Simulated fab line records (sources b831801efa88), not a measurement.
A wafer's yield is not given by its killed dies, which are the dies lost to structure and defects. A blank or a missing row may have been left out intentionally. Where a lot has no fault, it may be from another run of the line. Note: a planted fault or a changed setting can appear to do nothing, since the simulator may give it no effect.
2 desks looking at one fault    flow sky130    every desk sees just its own numbers, and what lay behind them comes last

## METROLOGY DESK
Lot by lot, what the gauges showed, no matter which tool ran the lot: averages of those sampled wafers that carry a number. A lot is out of limits, marked OUT, if its mean lies more than 4 standard deviations from the usual mean; the brackets give that distance.
Columns: A = NWELL_00_OVL at SKY_NWELL_OVL_MEAS_10, usual 0.6 nm
lot   first seen here  A
L146  day 5 02:56      2.3
L148  day 5 14:24      1.2
L151  day 6 12:40      -0.3
L152  day 6 18:46      1.1
L158  day 8 02:23      0.1
L159  day 8 06:11      1.8
L161  day 8 18:55      2.3
L165  day 9 18:35      1.0
L166  day 10 01:21     1.3
L167  day 10 03:32     0.5
L168  day 10 11:20     -1.7
Result from this desk: across the 11 lots, nothing is out of limits.

## TOOL OWNER'S DESK, litho-track-03
The tool's own readings at SKY_VT_ADJUST_LVTN_SOFTBAKE_14 (time 60 s): means of the sampled wafers that have a number, for each lot that ran on this tool. A lot is out of limits, marked OUT, if its mean lies more than 4 standard deviations from the usual mean; the brackets give that distance.
Columns: A = exhaust-pa at SKY_VT_ADJUST_LVTN_SOFTBAKE_14, usual 45.0 Pa; B = heater-power-total-W at SKY_VT_ADJUST_LVTN_SOFTBAKE_14, usual 56.59 W; C = plate-temp-C at SKY_VT_ADJUST_LVTN_SOFTBAKE_14, usual 90.02 C
lot   first seen here  A     B                C
L146  day 8 07:29      45.6  56.60            89.96
L151  day 9 22:35      44.5  56.60            90.00
L158  day 11 12:13     44.9  56.58            90.01
L159  day 11 15:32     44.5  53.13 (-71) OUT  86.20 (-32) OUT
L161  day 12 04:13     45.7  53.16 (-70) OUT  86.15 (-32) OUT
Finding of this desk: L159, L161 out of limits; the first was L159 at day 11 15:32, on heater-power-total-W at SKY_VT_ADJUST_LVTN_SOFTBAKE_14. In limits: L146, L151, L158.

## TAKEN TOGETHER
At day 11 15:32, on L159, L161, the tool owner's desk was in a position to raise an alarm.
The metrology desk saw nothing out of limits.
The metrology desk has L159, L161 on record, within its limits.
Every lot named ran SKY_VT_ADJUST_LVTN_SOFTBAKE_14 on litho-track-03.

## WHAT HAD BEEN PUT IN BY THE SIMULATOR
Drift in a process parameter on litho-track-03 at SKY_VT_ADJUST_LVTN_SOFTBAKE_14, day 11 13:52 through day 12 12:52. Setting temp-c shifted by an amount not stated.
Lots struck among those shown: L159, L161.
Delay in hours, fault start to first out-of-limits reading, by desk: the tool owner's desk at 2.
